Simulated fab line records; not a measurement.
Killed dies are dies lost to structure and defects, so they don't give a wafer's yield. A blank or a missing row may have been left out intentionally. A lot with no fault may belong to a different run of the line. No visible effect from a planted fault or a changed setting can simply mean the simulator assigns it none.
fab line records    flow sky130
record: lots: 6  wafers: 18  last_day: 50
route steps=708 shown LDD_P@264 LDD_HVN@267 PAD_OPEN@708
lots that met no fault: taken from a fault-free run of the same line
start_h: hours from the record's first day to the start of the lot's first wafer shown    wait_h: hours from the lot's prior step to this one    " identical to the entry in the row above    L1.1+2: a single row standing in for several wafers    - no value, or no start given    * or withheld: withheld    < > ~ a bound
route shown NAME@n: NAME is a module with steps in the file, n the number in the route of the first one    usual: average and standard deviation across the fault-free wafers    same: alike in all rows    chamber/n: place in a boat    sites: readings site by site    _std_site: standard deviation of those values    _edge_site: inner sites' mean taken away from outer sites' mean    radius_mm: for every site, how far away it sits from the centre of the wafer    mask NAME#n: copy n    behind: the most recent tool/chamber to have shaped the wafer    hold: why the lot was held/for how many hours/how that ended    device: the transistor (n, p or np) that didn't switch    end of line: the route-end tests of the same wafers    where a step has no rows: the recipe by itself    killed: dies lost to structure and defects at the first sort, not the wafer's yield    map: a wafer's dies, marking killed ones x, the rest . and places with no die _
set.NAME: the setting that was run; set.NAME@STEP: the one run at that earlier step    model.NAME: the simulator's own value behind a step, which no gauge read
lots seen at some steps along the route; tables by step, rows by wafer
services: when a tool's chamber went out of use (start_h, in hours from the record's first day, below 0 if earlier), for how many hours, and the reason
== steps ==
step: SKY_LDD_P_IMPLANT_09
recipe: species: BF2  energy_kev: 25  dose_cm2: 1e+13  tilt_deg: withheld
step: SKY_LDD_P_STRIP_10
recipe: chemistry: O2/N2  power_w: 1400  pressure_mtorr: 1500  platen_temp_c: withheld  o2_flow_sccm: 3000  n2_flow_sccm: 300  overash_fraction: 0.5
usual: drypump_motor_current_A: 5.6/0.42  oes_product_au: 0.715/0.0048  strip_time_to_endpoint_s: 14.20/0.039
lot.wafer  tool             chamber  start_h  wait_h  drypump_motor_current_A  oes_product_au  rf_hours_counter_h  strip_time_to_endpoint_s
L223.1     plasma_asher-02  0        580.04   0.1     6.1                      0.719           76                  14.22
L223.3     "                0        "        "       6.1                      0.713           -                   14.19
L223.4     "                1        "        "       5.2                      0.717           -                   14.19
L224.3     plasma_asher-02  1        585.18   0.1     5.2                      0.711           -                   14.20
L224.4     "                0        "        "       6.0                      0.714           -                   14.12
L224.5     "                0        "        "       6.1                      0.714           -                   14.15
L225.3     plasma_asher-04  0        592.66   0.1     5.8                      0.712           -                   14.26
L225.5     "                1        "        "       5.2                      0.716           -                   14.20
L225.6     "                0        "        "       5.8                      0.724           -                   14.21
L230.1     plasma_asher-03  1        611.97   0.1     6.2                      0.710           18                  14.18
L230.4     "                0        "        "       5.2                      0.709           -                   14.20
L230.6     "                1        "        "       6.2                      0.712           -                   14.14
L231.1     plasma_asher-04  1        625.15   0.1     5.2                      0.715           89                  14.15
L231.4     "                1        "        "       5.2                      0.722           -                   14.19
L231.6     "                1        "        "       5.2                      0.718           -                   14.15
L233.2     plasma_asher-02  1        633.34   0.1     5.2                      0.717           81                  14.16
L233.3     "                1        "        "       5.2                      0.721           -                   14.11
L233.6     "                1        "        "       5.2                      0.715           -                   14.15
step: SKY_LDD_P_TW_MEAS_11
usual: LDD_P_TW: 634/3.2
lot.wafer  tool           chamber  start_h  wait_h  LDD_P_TW
L223.1     film_metro-02  -        580.14   0.1     635
L223.3     "              -        "        "       637
L223.4     "              -        "        "       638
L224.3     film_metro-02  -        585.27   0.1     635
L224.4     "              -        "        "       638
L224.5     "              -        "        "       637
L225.3     film_metro-01  -        592.74   0.1     633
L225.5     "              -        "        "       628
L225.6     "              -        "        "       635
L230.1     film_metro-01  -        612.07   0.1     637
L230.4     "              -        "        "       636
L230.6     "              -        "        "       638
L231.1     film_metro-01  -        625.25   0.1     635
L231.4     "              -        "        "       634
L231.6     "              -        "        "       638
L233.2     film_metro-01  -        633.45   0.1     638
L233.3     "              -        "        "       636
L233.6     "              -        "        "       636
step: SKY_LDD_HVN_DEHYDRATE_00
recipe: temp_c: 200  time_s: 60
step: SKY_LDD_HVN_HMDS_01
recipe: prime_time_s: 60  prime_temp_c: 120
step: SKY_LDD_HVN_COAT_02
recipe: resist: NOVOLAK  spin_rpm: 3000  resist_thk_nm: 300
step: SKY_LDD_HVN_SOFTBAKE_03
recipe: temp_c: 90  time_s: 60  resist: NOVOLAK
step: SKY_LDD_HVN_EXPOSE_04
recipe: mask_id: HVNTM  na: 0.6  source_shape: conventional  sigma_outer: 0.6  polarization: unpolarized  target_cd_nm: 700  dose_mj: 127
step: SKY_LDD_HVN_PEB_05
recipe: temp_c: withheld  time_s: *  resist: NOVOLAK
step: SKY_LDD_HVN_DEVELOP_06
recipe: resist: NOVOLAK  developer: TMAH  develop_time_s: 60  dev_temp_c: 21.97
step: SKY_LDD_HVN_OVL_MEAS_07
usual: LDD_HVN_OVL: 0.9/1.5
lot.wafer  tool        chamber  start_h  wait_h  LDD_HVN_OVL[nm]
L223.1     overlay-01  -        609.29   0.1     1.4
L223.3     "           -        "        "       2.3
L223.4     "           -        "        "       0.7
L224.3     overlay-01  -        614.77   0.1     0.9
L224.4     "           -        "        "       3.1
L224.5     "           -        "        "       2.7
L225.3     overlay-01  -        622.03   0.1     1.4
L225.5     "           -        "        "       0.6
L225.6     "           -        "        "       0.6
L230.1     overlay-02  -        640.29   0.1     0.6
L230.4     "           -        "        "       -0.2
L230.6     "           -        "        "       0.0
L231.1     overlay-01  -        652.66   0.1     2.4
L231.4     "           -        "        "       2.3
L231.6     "           -        "        "       2.4
L233.2     overlay-02  -        661.60   0.1     -0.6
L233.3     "           -        "        "       0.0
L233.6     "           -        "        "       -0.7
step: SKY_LDD_HVN_IMPLANT_08
recipe: species: P  energy_kev: 60  dose_cm2: 3e+13  tilt_deg: 40
step: SKY_LDD_HVN_STRIP_09
recipe: chemistry: O2/N2  power_w: 1400  pressure_mtorr: 1500  platen_temp_c: withheld  o2_flow_sccm: 3000  n2_flow_sccm: 300  overash_fraction: 0.5
usual: drypump_motor_current_A: 5.5/0.41  oes_product_au: 0.409/0.0041  strip_time_to_endpoint_s: 4.138/0.014
lot.wafer  tool             chamber  start_h  wait_h  drypump_motor_current_A  oes_product_au  rf_hours_counter_h  strip_time_to_endpoint_s
L223.1     plasma_asher-03  1        609.48   0.1     6.2                      0.411           17                  4.152
L223.3     "                1        "        "       6.2                      0.405           -                   4.141
L223.4     "                0        "        "       5.2                      0.411           -                   4.380
L224.3     plasma_asher-03  0        614.98   0.1     5.2                      0.415           -                   4.386
L224.4     "                1        "        "       6.2                      0.412           -                   4.160
L224.5     "                1        "        "       6.2                      0.408           -                   4.133
L225.3     plasma_asher-01  1        622.24   0.1     5.7                      0.410           -                   4.139
L225.5     "                1        "        "       5.7                      0.410           -                   4.115
L225.6     "                0        "        "       4.9                      0.408           -                   4.125
L230.1     plasma_asher-01  1        640.48   0.1     5.7                      0.406           54                  4.145
L230.4     "                0        "        "       4.9                      0.403           -                   4.143
L230.6     "                0        "        "       4.9                      0.413           -                   4.128
L231.1     plasma_asher-04  0        652.84   0.1     5.8                      0.408           91                  4.130
L231.4     "                1        "        "       5.2                      0.407           -                   4.163
L231.6     "                1        "        "       5.2                      0.408           -                   4.147
L233.2     plasma_asher-04  0        661.78   0.1     5.8                      0.408           92                  4.123
L233.3     "                0        "        "       5.7                      0.407           -                   4.135
L233.6     "                0        "        "       5.8                      0.406           -                   4.138
step: SKY_LDD_HVN_TW_MEAS_10
usual: LDD_HVN_TW: 1433/9
lot.wafer  tool           chamber  start_h  wait_h  LDD_HVN_TW
L223.1     film_metro-02  -        609.58   0.1     1430
L223.3     "              -        "        "       1440
L223.4     "              -        "        "       1431
L224.3     film_metro-02  -        615.07   0.1     1431
L224.4     "              -        "        "       1435
L224.5     "              -        "        "       1428
L225.3     film_metro-01  -        622.32   0.1     1441
L225.5     "              -        "        "       1445
L225.6     "              -        "        "       1433
L230.1     film_metro-03  -        640.58   0.1     1419
L230.4     "              -        "        "       1418
L230.6     "              -        "        "       1413
L231.1     film_metro-02  -        652.94   0.1     1429
L231.4     "              -        "        "       1433
L231.6     "              -        "        "       1432
L233.2     film_metro-02  -        661.89   0.1     1417
L233.3     "              -        "        "       1431
L233.6     "              -        "        "       1429
step: SKY_PAD_OPEN_PROBE_99
usual: killed_at_M0_to_M3: 44/6.2  killed_at_M4_up: 3.3/1.8  killed_at_contacts: 25/5.8  killed_at_front_end: 15/4  killed_at_other: 0.3/0.49  killed_dies: 88/8.8  killed_open: 48/6.5  killed_short: 39/6.3
same: gross_dies: 492  killed_at_back_side: 0
lot.wafer  tool       chamber  start_h  wait_h  killed_at_M0_to_M3  killed_at_M4_up  killed_at_contacts  killed_at_front_end  killed_at_other  killed_dies  killed_open  killed_short
L223.1     prober-02  -        1176.36  0.1     39                  6                22                  23                   0                90           50           37
L223.3     prober-02  -        1176.46  0.2     33                  6                32                  11                   0                82           45           37
L223.4     prober-02  -        1176.51  0.2     37                  5                31                  10                   0                83           46           36
L224.3     prober-01  -        1177.23  0.2     37                  7                31                  14                   1                90           55           35
L224.4     prober-01  -        1177.28  0.2     43                  3                20                  18                   0                84           52           32
L224.5     prober-01  -        1177.33  0.2     43                  5                26                  15                   0                89           41           48
L225.3     prober-01  -        1184.52  0.2     46                  0                36                  15                   0                97           59           37
L225.5     prober-01  -        1184.62  0.2     49                  2                32                  20                   0                103          50           53
L225.6     prober-01  -        1184.67  0.2     41                  4                23                  15                   0                83           42           40
L230.1     prober-02  -        1193.76  0.1     47                  1                25                  15                   0                88           48           40
L230.4     prober-02  -        1193.91  0.2     57                  1                33                  16                   0                107          53           54
L230.6     prober-02  -        1194.01  0.2     46                  2                16                  20                   1                85           48           37
L231.1     prober-01  -        1201.57  0.1     34                  3                24                  16                   0                77           37           39
L231.4     prober-01  -        1201.72  0.2     40                  3                30                  19                   0                92           47           43
L231.6     prober-01  -        1201.82  0.2     51                  5                30                  17                   1                104          52           50
L233.2     prober-02  -        1204.32  0.1     51                  7                27                  17                   0                102          58           42
L233.3     prober-02  -        1204.37  0.2     46                  2                38                  16                   0                102          54           47
L233.6     prober-02  -        1204.52  0.2     39                  2                31                  12                   0                84           48           34
killed by level:class
L223.1 VIA3:geometric_particle:open=8 VIA2:geometric_particle:open=7 CONTACT:geometric_particle:open=7 CONTACT:geometric_particle:short=6 LI_CONTACT:geometric_particle:open=5 METAL1:geometric_particle:short=5 VIA1:geometric_particle:open=5 VIA1:geometric_particle:short=4
L223.3 CONTACT:geometric_particle:open=11 LI_CONTACT:geometric_particle:open=8 VIA1:geometric_particle:open=7 METAL1:geometric_particle:short=6 VIA2:geometric_particle:open=6 POLY_GATE:geometric_particle:short=5 METAL4:geometric_particle:short=5 CONTACT:geometric_particle:short=5
L223.4 CONTACT:geometric_particle:open=12 LI_CONTACT:geometric_particle:open=9 VIA1:geometric_particle:open=9 METAL1:geometric_particle:short=8 VIA2:geometric_particle:short=6 LOCAL_INTERCONNECT:geometric_particle:short=5 VIA3:geometric_particle:open=5 POLY_GATE:geometric_particle:short=4
L224.3 CONTACT:geometric_particle:open=14 METAL1:geometric_particle:short=6 METAL2:geometric_particle:short=6 VIA3:geometric_particle:open=5 POLY_GATE:geometric_particle:open=5 LI_CONTACT:geometric_particle:open=5 LOCAL_INTERCONNECT:geometric_particle:short=5 VIA1:geometric_particle:open=5
L224.4 VIA1:geometric_particle:open=15 POLY_GATE:geometric_particle:open=7 CONTACT:geometric_particle:open=7 METAL2:geometric_particle:short=7 CONTACT:geometric_particle:short=6 FIELD_ISO:geometric_particle:open=5 VIA3:geometric_particle:open=4 LI_CONTACT:geometric_particle:open=3
L224.5 VIA1:geometric_particle:open=10 CONTACT:geometric_particle:open=8 METAL2:geometric_particle:short=7 LI_CONTACT:geometric_particle:open=6 LOCAL_INTERCONNECT:geometric_particle:short=6 POLY_GATE:geometric_particle:open=5 METAL4:geometric_particle:short=5 FIELD_ISO:geometric_particle:open=4
L225.3 CONTACT:geometric_particle:open=14 VIA2:geometric_particle:open=9 VIA1:geometric_particle:open=9 CONTACT:geometric_particle:short=7 VIA3:geometric_particle:open=7 LI_CONTACT:geometric_particle:open=5 LI_CONTACT:geometric_particle:short=5 VIA2:geometric_particle:short=5
L225.5 METAL2:geometric_particle:short=10 CONTACT:geometric_particle:open=9 LI_CONTACT:geometric_particle:open=8 VIA1:geometric_particle:open=8 VIA1:geometric_particle:short=7 FIELD_ISO:geometric_particle:short=5 CONTACT:geometric_particle:short=5 FIELD_ISO:geometric_particle:open=4
L225.6 CONTACT:geometric_particle:open=9 CONTACT:geometric_particle:short=7 VIA1:geometric_particle:open=7 VIA2:geometric_particle:open=6 METAL1:geometric_particle:short=6 VIA2:geometric_particle:short=6 VIA3:geometric_particle:open=5 FIELD_ISO:geometric_particle:open=3
L230.1 CONTACT:geometric_particle:open=9 METAL1:geometric_particle:short=9 VIA1:geometric_particle:open=7 LI_CONTACT:geometric_particle:open=7 VIA3:geometric_particle:open=7 FIELD_ISO:geometric_particle:open=6 FIELD_ISO:geometric_particle:short=5 METAL2:geometric_particle:short=5
L230.4 LOCAL_INTERCONNECT:geometric_particle:short=13 VIA2:geometric_particle:open=12 VIA1:geometric_particle:open=10 CONTACT:geometric_particle:open=9 VIA3:geometric_particle:open=8 LI_CONTACT:geometric_particle:open=7 VIA1:geometric_particle:short=6 POLY_GATE:geometric_particle:short=5
L230.6 METAL2:geometric_particle:short=10 CONTACT:geometric_particle:open=8 VIA1:geometric_particle:open=8 VIA2:geometric_particle:open=6 FIELD_ISO:geometric_particle:open=5 METAL1:geometric_particle:short=5 VIA1:geometric_particle:short=5 POLY_GATE:geometric_particle:open=4
L231.1 LI_CONTACT:geometric_particle:open=9 CONTACT:geometric_particle:open=6 VIA2:geometric_particle:open=6 METAL2:geometric_particle:short=5 VIA1:geometric_particle:short=5 POLY_GATE:geometric_particle:open=4 FIELD_ISO:geometric_particle:short=4 LOCAL_INTERCONNECT:geometric_particle:short=4
L231.4 CONTACT:geometric_particle:open=11 VIA1:geometric_particle:open=10 LI_CONTACT:geometric_particle:open=9 VIA1:geometric_particle:short=8 METAL2:geometric_particle:short=7 CONTACT:geometric_particle:short=6 FIELD_ISO:geometric_particle:open=5 FIELD_ISO:geometric_particle:short=4
L231.6 VIA1:geometric_particle:open=12 CONTACT:geometric_particle:open=11 LOCAL_INTERCONNECT:geometric_particle:short=7 METAL2:geometric_particle:short=7 VIA2:geometric_particle:open=7 LI_CONTACT:geometric_particle:open=6 VIA3:geometric_particle:short=6 FIELD_ISO:geometric_particle:short=5
L233.2 VIA1:geometric_particle:open=12 VIA2:geometric_particle:open=12 CONTACT:geometric_particle:open=11 METAL1:geometric_particle:short=7 METAL4:geometric_particle:short=6 POLY_GATE:geometric_particle:open=6 VIA3:geometric_particle:open=6 LI_CONTACT:geometric_particle:open=5
L233.3 CONTACT:geometric_particle:open=17 VIA1:geometric_particle:open=10 VIA1:geometric_particle:short=8 METAL2:geometric_particle:short=7 POLY_GATE:geometric_particle:open=6 CONTACT:geometric_particle:short=6 LI_CONTACT:geometric_particle:short=6 LI_CONTACT:geometric_particle:open=6
L233.6 VIA1:geometric_particle:open=11 CONTACT:geometric_particle:open=10 LI_CONTACT:geometric_particle:open=9 VIA1:geometric_particle:short=9 VIA2:geometric_particle:open=6 CONTACT:geometric_particle:short=6 POLY_GATE:geometric_particle:short=4 VIA3:geometric_particle:open=4
== services ==
tool             chamber  start_h  hours  kind
plasma_asher-04  -        560.49   1.9    repair
== key ==
first_sign: step: SKY_LDD_HVN_STRIP_09  reading: strip_time_to_endpoint_s  direction: up  sigmas: 17  usual: *  struck: *
effect none on later readings
met_at SKY_LDD_HVN_STRIP_09
struck_wafers L223.4,L224.3
tester_left_out L223,L224
fault: kind: process_parameter_drift  tool: plasma_asher-03  chamber: 0  onset_h: 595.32  steps: SKY_LDD_HVN_STRIP_09  channel: power_w  offset: *  shape: step  end_h: 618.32  acts_in: *  stated: *
tester_left_out: of these lots the tester's yield and bins aren't shown, on N5 and GAA mostly nor the transistor test; their killed dies are dies lost to structure and defects alone, not to doping, threshold or leakage, so they don't give the yield
